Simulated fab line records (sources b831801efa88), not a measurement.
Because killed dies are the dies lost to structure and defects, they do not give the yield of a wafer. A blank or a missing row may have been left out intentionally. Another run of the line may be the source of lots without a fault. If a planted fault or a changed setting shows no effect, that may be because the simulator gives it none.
fab line records ; flow sky130
[record] lots = 12; wafers = 36; last_day = 50
route steps=708 shown VIA1@479 PAD_OPEN@708
lots untouched by any fault: they come from a run of this same line in which no faults occurred
start_h: the number of hours between the record's first day and the start of the first shown wafer of the lot ; wait_h: hours elapsed since this lot's preceding step ; " same as the row above ; L1.1+2: several wafers, shown together as one row ; - either no value or no given start ; * or withheld: withheld ; < > ~ a bound
route shown NAME@n: names a module that has steps shown in the file, with the first one's number in the route ; usual: mean/standard deviation of fault-free wafers ; same: alike in all rows ; chamber/n: place in a boat ; sites: each site's reading ; _std_site: the values' standard deviation ; _edge_site: the outer-site mean with the inner-site mean subtracted ; radius_mm: for every site, how far away it sits from the centre of the wafer ; mask NAME#n: copy n ; behind: the most recent tool/chamber to have shaped the wafer ; hold: what put the lot on hold/how long, in hours/how the hold closed ; device: names the non-switching transistor (n, p or np) ; end of line: the tests these same wafers got at the end of their route ; a step given without rows: its recipe and nothing more ; killed: count of dies lost to structure and defects at first sort (not the wafer's yield) ; map: the dies of a wafer, with x for killed, . for not killed, _ for no die there
set.NAME: the setting as run; set.NAME@STEP: as run at that earlier step ; model.NAME: the simulator's own value behind a step, which no gauge read
a sample of lots followed through the steps of the route, with each step as a table and each wafer as a row
services: the hour from which a tool's chamber was out of use, counted from the record's first day as start_h (under 0 if before that day), plus the number of hours and why
[[steps]]
[step SKY_VIA1_CVD_21]
[recipe] material = W; target_thk_nm = 270; time_s = 80.902; temp_c = 400; pressure_torr = 40
[usual] heater_power_w = 845/89
lot.wafer;tool;chamber;start_h;wait_h;heater_power_w
L935.1;cvd_w-02;1;779.60;0.0;762
L935.3;cvd_w-02;1;779.60;0.0;755
L935.5;cvd_w-02;1;779.60;0.0;765
L938.2;cvd_w-01;1;843.27;0.0;762
L938.3;cvd_w-01;0;843.27;0.0;951
L938.5;cvd_w-01;0;843.27;0.0;976
L937.3;cvd_w-02;0;843.61;0.1;915
L937.4;cvd_w-02;1;843.61;0.1;754
L937.6;cvd_w-02;0;843.61;0.1;929
L950.3;cvd_w-02;1;907.47;0.1;757
L950.5;cvd_w-02;1;907.47;0.1;739
L950.6;cvd_w-02;0;907.47;0.1;912
L951.1;cvd_w-01;1;921.22;0.0;747
L951.2;cvd_w-01;0;921.22;0.0;902
L951.4;cvd_w-01;1;921.22;0.0;728
L953.1;cvd_w-02;1;931.54;0.0;761
L953.4;cvd_w-02;0;931.54;0.0;938
L953.6;cvd_w-02;0;931.54;0.0;921
L952.2;cvd_w-02;1;934.52;0.0;782
L952.3;cvd_w-02;1;934.52;0.0;752
L952.5;cvd_w-02;1;934.52;0.0;782
L955.1;cvd_w-02;1;940.68;0.0;790
L955.3;cvd_w-02;0;940.68;0.0;923
L955.5;cvd_w-02;1;940.68;0.0;770
L954.1;cvd_w-02;0;942.03;0.0;922
L954.4;cvd_w-02;0;942.03;0.0;909
L954.6;cvd_w-02;0;942.03;0.0;953
L956.2;cvd_w-01;0;943.44;0.0;910
L956.4;cvd_w-01;1;943.44;0.0;712
L956.5;cvd_w-01;0;943.44;0.0;932
L957.2;cvd_w-02;1;955.47;0.0;787
L957.3;cvd_w-02;1;955.47;0.0;764
L957.6;cvd_w-02;1;955.47;0.0;787
L958.1;cvd_w-01;0;959.83;0.0;909
L958.2;cvd_w-01;1;959.83;0.0;724
L958.3;cvd_w-01;0;959.83;0.0;918
[step SKY_VIA1_RS_MEAS_22]
[recipe] thk_meas_gauge = four-point-probe; reads = W_of_VIA1_CVD_21+TiN_of_VIA1_SPUTTER_20
[usual] VIA1_W_RS = 0.426/0.0066
lot.wafer;tool;chamber;start_h;wait_h;hold;VIA1_W_RS[ohm/sq]
L935.1;film_metro-02;-;779.70;0.1;-;0.426
L935.3;film_metro-02;-;779.70;0.1;-;0.432
L935.5;film_metro-02;-;779.70;0.1;-;0.429
L938.2;film_metro-01;-;843.38;0.1;-;0.422
L938.3;film_metro-01;-;843.38;0.1;-;0.420
L938.5;film_metro-01;-;843.38;0.1;-;0.421
L937.3;film_metro-03;-;843.71;0.1;await_dispo/0.2h/release;0.433
L937.4;film_metro-03;-;843.71;0.1;await_dispo/0.2h/release;0.235
L937.6;film_metro-03;-;843.71;0.1;await_dispo/0.2h/release;0.234
L937.3;film_metro-03;-;844.00;0.3;-;0.433
L937.4;film_metro-03;-;844.00;0.3;-;0.234
L937.6;film_metro-03;-;844.00;0.3;-;0.234
L950.3;film_metro-03;-;907.57;0.1;-;0.429
L950.5;film_metro-03;-;907.57;0.1;-;0.422
L950.6;film_metro-03;-;907.57;0.1;-;0.422
L951.1;film_metro-01;-;921.32;0.1;-;0.434
L951.2;film_metro-01;-;921.32;0.1;-;0.437
L951.4;film_metro-01;-;921.32;0.1;-;0.430
L953.1;film_metro-01;-;931.64;0.1;-;0.427
L953.4;film_metro-01;-;931.64;0.1;-;0.424
L953.6;film_metro-01;-;931.64;0.1;-;0.425
L952.2;film_metro-03;-;934.63;0.1;-;0.430
L952.3;film_metro-03;-;934.63;0.1;-;0.425
L952.5;film_metro-03;-;934.63;0.1;-;0.430
L955.1;film_metro-01;-;940.77;0.1;-;0.417
L955.3;film_metro-01;-;940.77;0.1;-;0.431
L955.5;film_metro-01;-;940.77;0.1;-;0.418
L954.1;film_metro-03;-;942.12;0.1;-;0.420
L954.4;film_metro-03;-;942.12;0.1;-;0.419
L954.6;film_metro-03;-;942.12;0.1;-;0.423
L956.2;film_metro-02;-;943.55;0.1;-;0.420
L956.4;film_metro-02;-;943.55;0.1;-;0.420
L956.5;film_metro-02;-;943.55;0.1;-;0.425
L957.2;film_metro-02;-;955.58;0.1;-;0.409
L957.3;film_metro-02;-;955.58;0.1;-;0.407
L957.6;film_metro-02;-;955.58;0.1;-;0.405
L958.1;film_metro-03;-;960.00;0.1;-;0.425
L958.2;film_metro-03;-;960.00;0.1;-;0.432
L958.3;film_metro-03;-;960.00;0.1;-;0.424
[step SKY_VIA1_THK_MEAS_23]
[recipe] thk_meas_gauge = xrf; reads = W_of_VIA1_CVD_21
[usual] VIA1_W_THK = 265/4.7
lot.wafer;tool;chamber;start_h;wait_h;hold;VIA1_W_THK[nm]
L935.1;film_metro-02;-;779.82;0.1;-;263
L935.3;film_metro-02;-;779.82;0.1;-;261
L935.5;film_metro-02;-;779.82;0.1;-;261
L938.2;film_metro-01;-;843.49;0.1;-;269
L938.3;film_metro-01;-;843.49;0.1;-;268
L938.5;film_metro-01;-;843.49;0.1;-;271
L937.3;film_metro-03;-;854.53;10.5;await_dispo/0.2h/release;256
L937.4;film_metro-03;-;854.53;10.5;await_dispo/0.2h/release;455
L937.6;film_metro-03;-;854.53;10.5;await_dispo/0.2h/release;461
L937.3;film_metro-03;-;854.76;0.2;-;255
L937.4;film_metro-03;-;854.76;0.2;-;456
L937.6;film_metro-03;-;854.76;0.2;-;460
L950.3;film_metro-03;-;907.67;0.1;-;258
L950.5;film_metro-03;-;907.67;0.1;-;263
L950.6;film_metro-03;-;907.67;0.1;-;264
L951.1;film_metro-01;-;921.44;0.1;-;262
L951.2;film_metro-01;-;921.44;0.1;-;261
L951.4;film_metro-01;-;921.44;0.1;-;264
L953.1;film_metro-01;-;931.76;0.1;-;265
L953.4;film_metro-01;-;931.76;0.1;-;267
L953.6;film_metro-01;-;931.76;0.1;-;267
L952.2;film_metro-03;-;934.74;0.1;-;260
L952.3;film_metro-03;-;934.74;0.1;-;262
L952.5;film_metro-03;-;934.74;0.1;-;259
L955.1;film_metro-01;-;940.89;0.1;-;273
L955.3;film_metro-01;-;940.89;0.1;-;264
L955.5;film_metro-01;-;940.89;0.1;-;273
L954.1;film_metro-03;-;942.24;0.1;-;267
L954.4;film_metro-03;-;942.24;0.1;-;267
L954.6;film_metro-03;-;942.24;0.1;-;267
L956.2;film_metro-02;-;943.66;0.1;-;269
L956.4;film_metro-02;-;943.66;0.1;-;268
L956.5;film_metro-02;-;943.66;0.1;-;267
L957.2;film_metro-02;-;955.69;0.1;-;276
L957.3;film_metro-02;-;955.69;0.1;-;277
L957.6;film_metro-02;-;955.69;0.1;-;278
L958.1;film_metro-03;-;960.12;0.1;-;263
L958.2;film_metro-03;-;960.12;0.1;-;260
L958.3;film_metro-03;-;960.12;0.1;-;265
[step SKY_VIA1_CMP_24]
[recipe] stop_on = SiO2; t_overpolish_s = 15; down_force_psi = 3.5; platen_rpm = 60; target_thk_nm = 0; pad_velocity_m_s = 0.94248
[usual] motor_current_A = 11.7/1.4; time_to_endpoint_s = 65/3.2
lot.wafer;tool;chamber;start_h;wait_h;hold;motor_current_A;time_to_endpoint_s
L935.3;cmp-01;2;779.93;0.1;-;12.4;67
L935.1;cmp-01;3;779.93;0.1;-;13.4;63
L935.5;cmp-01;2;779.93;0.1;-;12.9;64
L938.2;cmp-01;3;843.64;0.1;-;13.7;71
L938.3;cmp-01;0;843.64;0.1;-;10.2;69
L938.5;cmp-01;1;843.64;0.1;-;13.1;66
L937.4;cmp-02;0;857.04;2.3;await_dispo/2.1h/release;10.2;114
L937.3;cmp-02;1;857.04;2.3;await_dispo/2.1h/release;11.2;66
L937.6;cmp-02;2;857.04;2.3;await_dispo/2.1h/release;10.4;119
L950.3;cmp-01;2;907.76;0.1;-;12.2;70
L950.5;cmp-01;1;907.76;0.1;-;12.7;68
L950.6;cmp-01;2;907.76;0.1;-;12.9;75
L951.2;cmp-01;0;921.50;0.0;-;10.8;65
L951.1;cmp-01;1;921.50;0.0;-;13.3;69
L951.4;cmp-01;2;921.50;0.0;-;12.8;68
L953.1;cmp-02;3;931.92;0.1;-;10.2;64
L953.4;cmp-02;0;931.92;0.1;-;9.1;62
L953.6;cmp-02;2;931.92;0.1;-;10.5;65
L952.2;cmp-01;1;934.89;0.1;-;12.6;65
L952.3;cmp-01;2;934.89;0.1;-;12.7;68
L952.5;cmp-01;3;934.89;0.1;-;12.6;68
L955.3;cmp-01;3;941.00;0.1;-;13.8;62
L955.1;cmp-01;1;941.00;0.1;-;12.9;66
L955.5;cmp-01;2;941.00;0.1;-;13.2;64
L954.1;cmp-02;2;942.30;0.1;-;10.6;63
L954.4;cmp-02;0;942.30;0.1;-;10.0;58
L954.6;cmp-02;3;942.30;0.1;-;10.3;62
L956.4;cmp-01;3;943.81;0.1;-;14.2;67
L956.2;cmp-01;0;943.81;0.1;-;10.2;68
L956.5;cmp-01;1;943.81;0.1;-;12.9;64
L957.2;cmp-01;3;956.02;0.3;-;13.1;69
L957.3;cmp-01;0;956.02;0.3;-;10.5;68
L957.6;cmp-01;2;956.02;0.3;-;13.4;71
L958.3;cmp-01;2;960.18;0.0;-;12.9;67
L958.1;cmp-01;0;960.18;0.0;-;10.3;66
L958.2;cmp-01;1;960.18;0.0;-;14.1;64
[step SKY_PAD_OPEN_PROBE_99]
[usual] defect_limited_yield = 82.6/1.8; killed_at_M0_to_M3 = 43/7; killed_at_M4_up = 3.4/1.9; killed_at_contacts = 24/5.4; killed_at_front_end = 15/4.4; killed_at_other = 0.4/0.63; killed_dies = 86/9.1; killed_open = 46/6.6; killed_short = 39/6.6; sort_bin_3_pad_short = 0.9/0.46; sort_bin_5_function = 10.3/1.4; sort_bin_6_memory = 6.2/1.1; sort_n_pass = 406/9.1; sort_yield_pct = 82.6/1.8
[same] gross_dies = 492; killed_at_back_side = 0; sort_bin_4_leakage[%] = 0; sort_bin_8_speed[%] = 0
lot.wafer;tool;chamber;start_h;wait_h;defect_limited_yield[%];killed_at_M0_to_M3;killed_at_M4_up;killed_at_contacts;killed_at_front_end;killed_at_other;killed_dies;killed_open;killed_short;sort_bin_3_pad_short[%];sort_bin_5_function[%];sort_bin_6_memory[%];sort_n_pass;sort_yield_pct[%]
L937.3;prober-02;-;1117.29;0.2;79.9;50;2;31;16;0;99;53;45;1.4;12.0;6.7;393;79.9
// killed by level:class
L937.3 CONTACT:geometric_particle:open=15 METAL2:geometric_particle:short=9 VIA3:geometric_particle:open=9 CONTACT:geometric_particle:short=6 VIA1:geometric_particle:open=6 VIA2:geometric_particle:open=6 FIELD_ISO:geometric_particle:short=5 VIA1:geometric_particle:short=5
[[services]]
tool;chamber;start_h;hours;kind
cvd_w-01;-;786.09;0.6;repair
cmp-01;-;802.36;3.0;repair
cmp-02;-;804.24;1.8;repair
cmp-02;-;817.19;6.6;pm
cvd_w-01;-;822.85;1.1;repair
cmp-01;-;834.26;2.6;repair
cmp-02;-;868.94;3.0;repair
cvd_w-01;-;881.53;6.9;pm
cmp-02;-;888.41;8.2;pm
cmp-01;-;893.89;1.3;repair
cvd_w-01;-;904.00;14.0;pm
cvd_w-01;0;904.00;14.0;vent_cycle
cvd_w-01;1;904.00;14.0;vent_cycle
cvd_w-01;0;918.00;-;clean
cvd_w-01;1;918.00;-;clean
cmp-02;-;919.52;4.0;pm
cmp-02;-;923.52;-;consumable_replace:conditioner
cmp-02;-;923.52;-;consumable_replace:pad
cvd_w-02;1;940.41;-;calibration
cvd_w-01;-;944.76;14.6;pm
[[key]]
[first_sign] step = SKY_VIA1_RS_MEAS_22; reading = visit; direction = added
[effect] step = SKY_VIA1_RS_MEAS_22; reading = VIA1_W_RS; direction = down; sigmas = 29; usual = 0.426; struck = 0.234
[effect] step = SKY_VIA1_THK_MEAS_23; reading = visit; direction = added
[effect] step = SKY_VIA1_THK_MEAS_23; reading = VIA1_W_THK; direction = up; sigmas = 41; usual = 265; struck = 458
[effect] step = SKY_VIA1_CMP_24; reading = time_to_endpoint_s; direction = up; sigmas = 16; usual = *; struck = *
met_at SKY_VIA1_CVD_21
struck_lots L937
struck_wafers L937.4,L937.6
onset_between 779.60 843.61
[fault] kind = process_parameter_drift; tool = cvd_w-02; chamber = -; onset_h = 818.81; steps = SKY_VIA1_CVD_21; channel = target_thk_nm; offset = 226.16; shape = step; end_h = 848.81; scope = struck_wafers_only; acts_in = these_recipes_only; stated = 270
